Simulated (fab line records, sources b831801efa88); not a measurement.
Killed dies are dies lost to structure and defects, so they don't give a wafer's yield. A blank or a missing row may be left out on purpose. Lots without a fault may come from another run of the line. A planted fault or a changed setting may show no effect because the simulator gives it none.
fab line records | flow gf180mcu | part 1 of 2: steps 1 to 25 of 36
record lots=5 wafers=15 last_day=34
route steps=602 shown VT_IMPLANT@133 MVSD@136 NWELL@137 LVPWELL@138 MVPSD@139 DUAL_GATE@141 POLY_GATE@157
lots that met no fault: from a run of the same line without faults
start_h: hours from the record's first day to the start of the lot's first wafer shown | wait_h: hours since the lot's step before | " the same as in the row above | L1.1+2: a row that stands for several wafers | - no value, or no start given | * or withheld: withheld | < > ~ a bound
route shown NAME@n: a module of which the file shows steps, and the number in the route of the first | usual: mean/standard deviation of fault-free wafers | same: alike in all rows | chamber/n: place in a boat | sites: the reading at each site | _std_site: their standard deviation | _edge_site: outer sites' mean less inner sites' | radius_mm: how far each site lies from the wafer's centre | mask NAME#n: copy n | behind: the tool/chamber that last shaped the wafer | hold: why the lot was held/for how many hours/how that ended | device: the transistor (n, p or np) that didn't switch | end of line: the same wafers' tests at the end of the route | a step without rows: its recipe alone | killed: dies lost to structure and defects at the first sort, not the wafer's yield | map: a wafer's dies, x killed, . not, _ none there
set.NAME: the setting as run; set.NAME@STEP: as run at that earlier step | model.NAME: the simulator's own value behind a step, which no gauge read
lots at some steps of the route; a table a step, a row a wafer
services: from which hour (start_h, from the record's first day; less than 0 if before it) a tool's chamber was out of use, for how many hours, and why
## steps
# step GF_VT_IMPLANT_TW_MEAS_43
# usual VT_IMPLANT_4_TW=695/6.6
# columns lot.wafer tool chamber start_h wait_h VT_IMPLANT_4_TW
L081.3 film_metro-04 - 203.66 0.1 696
L081.4 " - " " 697
L081.5 " - " " 693
L086.2 film_metro-01 - 232.81 0.1 691
L086.3 " - " " 688
L086.6 " - " " 692
L092.1 film_metro-03 - 272.29 0.1 692
L092.3 " - " " 696
L092.4 " - " " 694
L093.1 film_metro-03 - 281.39 0.1 695
L093.3 " - " " 695
L093.4 " - " " 696
L097.3 film_metro-04 - 321.16 0.1 701
L097.4 " - " " 701
L097.6 " - " " 701
# step GF_VT_IMPLANT_CLEAN_44
# recipe chemistry=SC1/SC2 mix=1:4:20 temp_c=70 time_s=150 dry=n2_spin
# usual bath_guard_temp_C=69.9/0.52
# columns lot.wafer tool chamber start_h wait_h bath_guard_temp_C
L081.3 wet_bench-04 3 203.70 0.0 70.5
L081.4 " 3 " " 70.3
L081.5 " 3 " " 70.4
L086.2 wet_bench-01 3 232.86 0.0 69.8
L086.3 " 3 " " 69.8
L086.6 " 3 " " 70.1
L092.1 wet_bench-04 0 272.35 0.1 69.4
L092.3 " 0 " " 69.3
L092.4 " 0 " " 68.9
L093.1 wet_bench-04 3 281.45 0.1 70.9
L093.3 " 3 " " 70.6
L093.4 " 3 " " 70.6
L097.3 wet_bench-02 3 321.20 0.0 69.8
L097.4 " 3 " " 69.4
L097.6 " 3 " " 70.0
# step GF_VT_IMPLANT_RTA_45
# recipe temp_c=1050 time_s=30 ambient=N2
# usual lamp_power_pct=34.8/2 wafer_temp_C_max=1053.4/1
# columns lot.wafer tool chamber start_h wait_h lamp_power_pct wafer_temp_C_max
L081.3 rtp_anneal-02 0 203.78 0.0 36.8 1052.6
L081.4 " 0 " " 36.7 1053.1
L081.5 " 0 " " 36.7 1052.5
L086.2 rtp_anneal-02 0 232.92 0.0 36.8 1052.1
L086.3 " 0 " " 36.7 1052.9
L086.6 " 0 " " 36.7 1052.7
L092.1 rtp_anneal-02 0 272.40 0.0 36.7 1053.1
L092.3 " 0 " " 36.6 1051.5
L092.4 " 0 " " 36.7 1052.8
L093.1 rtp_anneal-02 0 281.50 0.0 36.7 1052.6
L093.3 " 0 " " 36.7 1051.1
L093.4 " 0 " " 36.7 1052.9
L097.3 rtp_anneal-02 0 321.29 0.0 36.7 1053.3
L097.4 " 0 " " 36.7 1053.1
L097.6 " 0 " " 36.7 1052.8
# step GF_VT_IMPLANT_RS_MEAS_46
# recipe thk_meas_gauge=four-point-probe
# usual MVSD_RS=457.2/0.95
# columns lot.wafer tool chamber start_h wait_h MVSD_RS[ohm/sq]
L081.3 film_metro-01 - 203.89 0.1 457.6
L081.4 " - " " 458.8
L081.5 " - " " 458.2
L086.2 film_metro-04 - 233.03 0.1 457.3
L086.3 " - " " 456.9
L086.6 " - " " 458.2
L092.1 film_metro-01 - 272.50 0.1 458.5
L092.3 " - " " 458.8
L092.4 " - " " 457.7
L093.1 film_metro-04 - 281.60 0.1 457.6
L093.3 " - " " 457.2
L093.4 " - " " 458.4
L097.3 film_metro-01 - 321.39 0.1 458.6
L097.4 " - " " 456.9
L097.6 " - " " 457.9
# step GF_VT_IMPLANT_RS_MEAS_47
# recipe thk_meas_gauge=four-point-probe
# usual NWELL_RS=488.3/1.1
# columns lot.wafer tool chamber start_h wait_h NWELL_RS[ohm/sq]
L081.3 film_metro-01 - 204.01 0.1 488.8
L081.4 " - " " 487.8
L081.5 " - " " 486.9
L086.2 film_metro-04 - 233.15 0.1 489.9
L086.3 " - " " 489.9
L086.6 " - " " 487.1
L092.1 film_metro-01 - 272.62 0.1 487.8
L092.3 " - " " 487.8
L092.4 " - " " 489.2
L093.1 film_metro-04 - 281.72 0.1 491.6
L093.3 " - " " 488.6
L093.4 " - " " 489.7
L097.3 film_metro-01 - 321.51 0.1 488.4
L097.4 " - " " 489.9
L097.6 " - " " 488.6
# step GF_VT_IMPLANT_RS_MEAS_48
# recipe thk_meas_gauge=four-point-probe
# usual LVPWELL_RS=1197.0/2.8
# columns lot.wafer tool chamber start_h wait_h LVPWELL_RS[ohm/sq]
L081.3 film_metro-01 - 204.13 0.1 1196.6
L081.4 " - " " 1198.1
L081.5 " - " " 1198.2
L086.2 film_metro-04 - 233.27 0.1 1193.9
L086.3 " - " " 1193.5
L086.6 " - " " 1194.9
L092.1 film_metro-01 - 272.74 0.1 1197.9
L092.3 " - " " 1199.1
L092.4 " - " " 1200.7
L093.1 film_metro-04 - 281.84 0.1 1198.7
L093.3 " - " " 1203.0
L093.4 " - " " 1201.0
L097.3 film_metro-01 - 321.63 0.1 1193.8
L097.4 " - " " 1194.8
L097.6 " - " " 1194.1
# step GF_VT_IMPLANT_RS_MEAS_49
# recipe thk_meas_gauge=four-point-probe
# usual MVPSD_RS=1170.0/2.6
# columns lot.wafer tool chamber start_h wait_h MVPSD_RS[ohm/sq]
L081.3 film_metro-01 - 204.25 0.1 1171.3
L081.4 " - " " 1168.8
L081.5 " - " " 1171.0
L086.2 film_metro-04 - 233.39 0.1 1169.0
L086.3 " - " " 1170.1
L086.6 " - " " 1169.5
L092.1 film_metro-01 - 272.86 0.1 1166.3
L092.3 " - " " 1167.8
L092.4 " - " " 1165.3
L093.1 film_metro-04 - 281.96 0.1 1175.7
L093.3 " - " " 1171.3
L093.4 " - " " 1171.9
L097.3 film_metro-01 - 321.75 0.1 1169.2
L097.4 " - " " 1168.4
L097.6 " - " " 1169.3
# step GF_VT_IMPLANT_WET_ETCH_50
# recipe chemistry=dHF target_depth_nm=20 target=SiO2 temp_c=25 dilution=100:1 time_s=400
# columns lot.wafer tool chamber start_h wait_h
L081.3+4+5 wet_bench-02 0 204.33 0.1
L086.2+3+6 wet_bench-02 1 233.49 0.1
L092.1+3+4 wet_bench-01 2 272.98 0.1
L093.1+3+4 wet_bench-01 2 282.08 0.1
L097.3+4+6 wet_bench-02 1 321.83 0.1
# step GF_DUAL_GATE_CLEAN_00
# recipe chemistry=SC1/SC2 mix=1:4:20 temp_c=70 time_s=150
# usual bath_guard_temp_C=69.9/0.43
# columns lot.wafer tool chamber start_h wait_h bath_guard_temp_C
L081.3 wet_bench-01 1 204.45 0.0 69.2
L081.4 " 1 " " 69.8
L081.5 " 1 " " 69.7
L086.2 wet_bench-04 1 233.61 0.0 70.2
L086.3 " 1 " " 70.0
L086.6 " 1 " " 69.9
L092.1 wet_bench-04 0 273.10 0.0 69.2
L092.3 " 0 " " 69.3
L092.4 " 0 " " 69.0
L093.1 wet_bench-02 0 282.20 0.0 70.4
L093.3 " 0 " " 70.7
L093.4 " 0 " " 70.4
L097.3 wet_bench-04 2 321.95 0.0 69.4
L097.4 " 2 " " 69.8
L097.6 " 2 " " 70.1
# step GF_DUAL_GATE_CLEAN_01
# recipe chemistry=dHF time_s=20 dilution=100:1 dry=ipa_marangoni
# columns lot.wafer tool chamber start_h wait_h
L081.3+4+5 wet_bench-04 2 204.50 0.0
L086.2+3+6 wet_bench-01 2 233.66 0.0
L092.1+3+4 wet_bench-01 3 273.15 0.0
L093.1+3+4 wet_bench-04 1 282.25 0.0
L097.3+4+6 wet_bench-02 3 322.00 0.0
# step GF_DUAL_GATE_OXIDATION_02
# recipe temp_c=900 ambient=O2 stabilise_s=600 purge_s=300 target_thk_a=108.87 ox_time_s=1602
# usual ox_temp_c=900.0/0.36 spike_tc_upper_C=900.6/0.97 tube_center_temp_C=900/0.075
# same ox_time_s=1602
# columns lot.wafer tool chamber start_h wait_h ox_temp_c spike_tc_upper_C tube_center_temp_C
L081.3 furnace-01 0 204.51 0.0 900.2 900.8 900.01
L081.4 " 0 " " 899.7 900.2 900.03
L081.5 " 0 " " 900.1 901.1 900.05
L086.2 furnace-02 0 235.25 1.6 900.0 899.7 900.11
L086.3 " 0 " " 900.0 899.3 899.97
L086.6 " 0 " " 900.6 901.4 900.14
L092.1 furnace-01 0 274.15 1.0 900.0 899.1 900.08
L092.3 " 0 " " 900.4 897.6 899.99
L092.4 " 0 " " 899.6 901.5 899.99
L093.1 furnace-01 0 282.26 0.0 900.7 902.1 899.97
L093.3 " 0 " " 900.0 901.4 899.91
L093.4 " 0 " " 899.9 900.2 899.93
L097.3 furnace-01 0 322.25 0.2 899.8 899.7 900.04
L097.4 " 0 " " 899.8 898.4 899.9
L097.6 " 0 " " 899.9 901.4 900.02
# step GF_DUAL_GATE_THK_MEAS_03
# recipe reads=SiO2_of_DUAL_GATE_OXIDATION_02
# usual DUAL_GATE_OXIDATION_00_THK=11.00/0.23
# columns lot.wafer tool chamber start_h wait_h DUAL_GATE_OXIDATION_00_THK[nm]
L081.3 film_metro-02 - 205.98 0.0 11.15
L081.4 " - " " 11.09
L081.5 " - " " 10.91
L086.2 film_metro-02 - 236.71 0.0 11.14
L086.3 " - " " 10.95
L086.6 " - " " 11.08
L092.1 film_metro-03 - 275.60 0.0 11.25
L092.3 " - " " 11.14
L092.4 " - " " 11.15
L093.1 film_metro-03 - 283.70 0.0 11.35
L093.3 " - " " 11.50
L093.4 " - " " 11.61
L097.3 film_metro-03 - 323.72 0.0 11.04
L097.4 " - " " 11.08
L097.6 " - " " 11.13
# step GF_DUAL_GATE_DEHYDRATE_04
# recipe temp_c=200 time_s=60
# usual chill_plate_temp_C=23.00/0.11
# columns lot.wafer tool chamber start_h wait_h chill_plate_temp_C
L081.3 litho_track-02 0 214.01 8.0 22.80
L081.4 " 0 " " 22.89
L081.5 " 0 " " 22.80
L086.2 litho_track-02 0 245.68 9.0 23.03
L086.3 " 0 " " 22.93
L086.6 " 0 " " 22.99
L092.1 litho_track-02 0 285.06 9.5 22.98
L092.3 " 0 " " 23.14
L092.4 " 0 " " 23.04
L093.1 litho_track-04 0 293.15 9.4 23.05
L093.3 " 0 " " 23.14
L093.4 " 0 " " 23.00
L097.3 litho_track-02 0 333.51 9.8 22.89
L097.4 " 0 " " 22.94
L097.6 " 0 " " 23.01
# step GF_DUAL_GATE_HMDS_05
# recipe prime_time_s=60 prime_temp_c=120
# usual chill_plate_temp_C=23.00/0.1
# columns lot.wafer tool chamber start_h wait_h chill_plate_temp_C
L081.3 litho_track-02 0 214.16 0.1 22.85
L081.4 " 0 " " 23.06
L081.5 " 0 " " 22.81
L086.2 litho_track-02 0 245.83 0.1 22.94
L086.3 " 0 " " 22.92
L086.6 " 0 " " 22.97
L092.1 litho_track-02 0 285.21 0.1 23.07
L092.3 " 0 " " 23.08
L092.4 " 0 " " 22.97
L093.1 litho_track-04 0 293.30 0.1 23.17
L093.3 " 0 " " 23.02
L093.4 " 0 " " 23.01
L097.3 litho_track-02 0 333.66 0.1 23.15
L097.4 " 0 " " 23.04
L097.6 " 0 " " 23.15
# step GF_DUAL_GATE_COAT_06
# recipe resist=NOVOLAK spin_rpm=3000 resist_thk_nm=1000
# usual chill_plate_temp_C=22.99/0.09
# columns lot.wafer tool chamber start_h wait_h chill_plate_temp_C
L081.3 litho_track-02 0 214.31 0.1 23.02
L081.4 " 0 " " 22.92
L081.5 " 0 " " 22.94
L086.2 litho_track-02 0 245.98 0.1 23.04
L086.3 " 0 " " 23.05
L086.6 " 0 " " 23.07
L092.1 litho_track-02 0 285.36 0.1 22.88
L092.3 " 0 " " 22.80
L092.4 " 0 " " 22.87
L093.1 litho_track-04 0 293.45 0.1 23.03
L093.3 " 0 " " 23.04
L093.4 " 0 " " 23.03
L097.3 litho_track-02 0 333.81 0.1 23.00
L097.4 " 0 " " 22.91
L097.6 " 0 " " 22.94
# step GF_DUAL_GATE_SOFTBAKE_07
# recipe temp_c=90 time_s=62.9 resist=NOVOLAK
# usual chill_plate_temp_C=23.02/0.11 plate_sensor_t_centre_C=90.757/0.01 plate_sensor_t_edge_C=90.829/0.01
# columns lot.wafer tool chamber start_h wait_h chill_plate_temp_C plate_sensor_t_centre_C plate_sensor_t_edge_C
L081.3 litho_track-02 0 214.46 0.1 23.06 90.744 90.840
L081.4 " 0 " " 22.96 90.765 90.813
L081.5 " 0 " " 23.05 90.789 90.844
L086.2 litho_track-02 0 246.13 0.1 22.88 90.767 90.823
L086.3 " 0 " " 22.93 90.771 90.834
L086.6 " 0 " " 23.03 90.764 90.814
L092.1 litho_track-02 0 285.51 0.1 22.98 90.756 90.822
L092.3 " 0 " " 22.86 90.757 90.829
L092.4 " 0 " " 22.93 90.766 90.820
L093.1 litho_track-04 0 293.60 0.1 23.06 90.749 90.833
L093.3 " 0 " " 23.03 90.764 90.829
L093.4 " 0 " " 23.01 90.757 90.838
L097.3 litho_track-02 0 333.96 0.1 23.08 90.751 90.834
L097.4 " 0 " " 22.98 90.759 90.825
L097.6 " 0 " " 23.06 90.780 90.825
# step GF_DUAL_GATE_EXPOSE_08
# recipe mask_id=Dualgate target_cd_nm=700 na=0.6 source_shape=conventional sigma_outer=0.6 dose_mj=140
# same sigma_outer=0.6
# columns lot.wafer tool chamber start_h wait_h mask
L081.3+4+5 iline_stepper-01 0 - - Dualgate#0
L086.2+3+6 iline_stepper-02 0 - - Dualgate#0
L092.1+3+4 iline_stepper-01 0 - - Dualgate#0
L093.1+3+4 iline_stepper-02 0 - - Dualgate#0
L097.3+4+6 iline_stepper-02 0 - - Dualgate#0
# step GF_DUAL_GATE_PEB_09
# recipe temp_c=withheld time_s=* resist=NOVOLAK
# usual chill_plate_temp_C=*
# columns lot.wafer tool chamber start_h wait_h chill_plate_temp_C
L081.3 litho_track-01 0 - - *
L081.4 " 0 " " *
L081.5 " 0 " " *
L086.2 litho_track-04 0 - - *
L086.3 " 0 " " *
L086.6 " 0 " " *
L092.1 litho_track-04 0 - - *
L092.3 " 0 " " *
L092.4 " 0 " " *
L093.1 litho_track-02 0 - - *
L093.3 " 0 " " *
L093.4 " 0 " " *
L097.3 litho_track-04 0 - - *
L097.4 " 0 " " *
L097.6 " 0 " " *
# step GF_DUAL_GATE_DEVELOP_10
# recipe develop_time_s=60 dev_temp_c=23
# usual chill_plate_temp_C=23.01/0.11 developer_temp_C=22.99/0.11
# columns lot.wafer tool chamber start_h wait_h chill_plate_temp_C developer_temp_C
L081.3 litho_track-01 0 223.61 0.1 23.20 22.95
L081.4 " 0 " " 22.96 22.88
L081.5 " 0 " " 23.18 23.02
L086.2 litho_track-04 0 254.83 0.1 23.12 23.12
L086.3 " 0 " " 23.15 22.92
L086.6 " 0 " " 23.25 22.88
L092.1 litho_track-04 0 295.50 0.1 23.05 23.06
L092.3 " 0 " " 23.05 22.99
L092.4 " 0 " " 23.13 22.99
L093.1 litho_track-02 0 303.01 0.1 23.04 23.00
L093.3 " 0 " " 23.01 23.00
L093.4 " 0 " " 23.04 23.07
L097.3 litho_track-04 0 345.05 0.1 22.98 22.99
L097.4 " 0 " " 22.89 22.92
L097.6 " 0 " " 22.98 22.98
# step GF_DUAL_GATE_OVL_MEAS_11
# usual DUAL_GATE_OVL=-0.3/1.5
# columns lot.wafer tool chamber start_h wait_h DUAL_GATE_OVL[nm]
L081.3 overlay-02 - 223.72 0.1 0.3
L081.4 " - " " 1.1
L081.5 " - " " 0.4
L086.2 overlay-01 - 254.96 0.1 -0.6
L086.3 " - " " -2.3
L086.6 " - " " -3.4
L092.1 overlay-01 - 295.65 0.1 0.6
L092.3 " - " " -0.8
L092.4 " - " " -0.5
L093.1 overlay-01 - 303.16 0.1 0.6
L093.3 " - " " -2.1
L093.4 " - " " -1.4
L097.3 overlay-01 - 345.16 0.1 -0.5
L097.4 " - " " -1.0
L097.6 " - " " -1.5
# step GF_DUAL_GATE_WET_ETCH_12
# recipe chemistry=dHF target_depth_nm=13 dry=n2_spin target=SiO2 temp_c=25 dilution=100:1 time_s=260
# columns lot.wafer tool chamber start_h wait_h
L081.3+4+5 wet_bench-04 3 223.74 0.0
L086.2+3+6 wet_bench-04 2 254.99 0.0
L092.1+3+4 wet_bench-02 3 295.69 0.0
L093.1+3+4 wet_bench-04 1 303.19 0.0
L097.3+4+6 wet_bench-02 1 345.19 0.0
# step GF_DUAL_GATE_STRIP_13
# recipe chemistry=O2/N2 power_w=1447 pressure_mtorr=1500 platen_temp_c=250 o2_flow_sccm=3000 n2_flow_sccm=300 overash_fraction=0.5
# usual drypump_motor_current_A=5.5/0.48 heater_power_w=342/31 oes_product_au=0.728/0.0045 strip_time_to_endpoint_s=12.28/0.036
# columns lot.wafer tool chamber start_h wait_h drypump_motor_current_A heater_power_w oes_product_au rf_hours_counter_h strip_time_to_endpoint_s
L081.3 plasma_asher-01 0 223.86 0.0 5.1 359 0.738 - 12.30
L081.4 " 1 " " 5.0 375 0.728 - 12.29
L081.5 " 0 " " 5.1 353 0.722 - 12.28
L086.2 plasma_asher-01 1 255.07 0.0 5.0 384 0.736 47 12.35
L086.3 " 0 " " 5.1 349 0.727 - 12.28
L086.6 " 1 " " 5.0 388 0.726 - 12.32
L092.1 plasma_asher-01 1 295.77 0.0 5.0 372 0.730 50 12.30
L092.3 " 1 " " 5.0 374 0.724 - 12.30
L092.4 " 0 " " 5.1 347 0.735 - 12.28
L093.1 plasma_asher-01 1 303.28 0.0 5.0 372 0.720 51 12.32
L093.3 " 1 " " 5.0 378 0.728 - 12.36
L093.4 " 0 " " 5.1 353 0.730 - 12.30
L097.3 plasma_asher-04 1 345.30 0.0 6.4 339 0.732 - 12.17
L097.4 " 0 " " 5.7 321 0.728 - 12.17
L097.6 " 0 " " 5.7 329 0.731 - 12.19
# step GF_DUAL_GATE_CLEAN_14
# recipe chemistry=SC1/SC2 mix=1:4:20 temp_c=70 time_s=150 dry=n2_spin
# usual bath_guard_temp_C=70.0/0.45
# columns lot.wafer tool chamber start_h wait_h bath_guard_temp_C
L081.3 wet_bench-01 2 223.92 0.0 70.3
L081.4 " 2 " " 69.8
L081.5 " 2 " " 70.1
L086.2 wet_bench-04 0 255.20 0.1 69.1
L086.3 " 0 " " 68.9
L086.6 " 0 " " 68.9
L092.1 wet_bench-01 0 295.87 0.1 69.8
L092.3 " 0 " " 70.0
L092.4 " 0 " " 69.9
L093.1 wet_bench-02 0 303.38 0.1 70.2
L093.3 " 0 " " 70.6
L093.4 " 0 " " 70.4
L097.3 wet_bench-01 1 345.37 0.0 69.6
L097.4 " 1 " " 69.8
L097.6 " 1 " " 69.6
# step GF_DUAL_GATE_OXIDATION_15
# recipe temp_c=850 ambient=O2 stabilise_s=600 purge_s=300 target_thk_a=70.98 ox_time_s=1995
# usual ox_temp_c=849.9/0.37 spike_tc_upper_C=850.6/1.2 tube_center_temp_C=850/0.074
# same ox_time_s=1995
# columns lot.wafer tool chamber start_h wait_h ox_temp_c spike_tc_upper_C tube_center_temp_C
L081.3 furnace-02 0 223.97 0.0 850.2 852.8 849.88
L081.4 " 0 " " 850.3 849.8 849.93
L081.5 " 0 " " 849.4 852.4 850.03
L086.2 furnace-02 0 258.57 3.3 850.0 853.7 850.05
L086.3 " 0 " " 849.6 850.8 850.07
L086.6 " 0 " " 850.2 853.4 850.03
L092.1 furnace-01 0 298.17 2.3 850.4 850.4 849.96
L092.3 " 0 " " 850.1 849.7 850.05
L092.4 " 0 " " 850.2 848.0 849.97
L093.1 furnace-02 0 303.43 0.0 850.4 851.8 850.01
L093.3 " 0 " " 849.6 852.0 849.96
L093.4 " 0 " " 849.6 848.7 850.06
L097.3 furnace-01 0 345.75 0.3 849.8 850.6 850.02
L097.4 " 0 " " 850.0 849.9 850.06
L097.6 " 0 " " 850.3 850.2 849.99
# step GF_POLY_GATE_CVD_00
# recipe material=poly-Si target_thk_nm=200 temp_c=620 time_s=1200 pressure_mtorr=200
# usual spike_tc_upper_C=618.9/1.2
# columns lot.wafer tool chamber start_h wait_h spike_tc_upper_C
L081.3 lpcvd-02 0 226.21 0.7 618.0
L081.4 " 0 " " 619.1
L081.5 " 0 " " 617.1
L086.2 lpcvd-02 0 262.46 2.3 618.4
L086.3 " 0 " " 617.3
L086.6 " 0 " " 617.3
L092.1 lpcvd-01 0 299.73 0.0 617.2
L092.3 " 0 " " 618.9
L092.4 " 0 " " 620.1
L093.1 lpcvd-02 1 304.98 0.0 619.1
L093.3 " 1 " " 619.0
L093.4 " 1 " " 618.5
L097.3 lpcvd-01 1 348.42 1.1 619.6
L097.4 " 1 " " 620.4
L097.6 " 1 " " 619.9
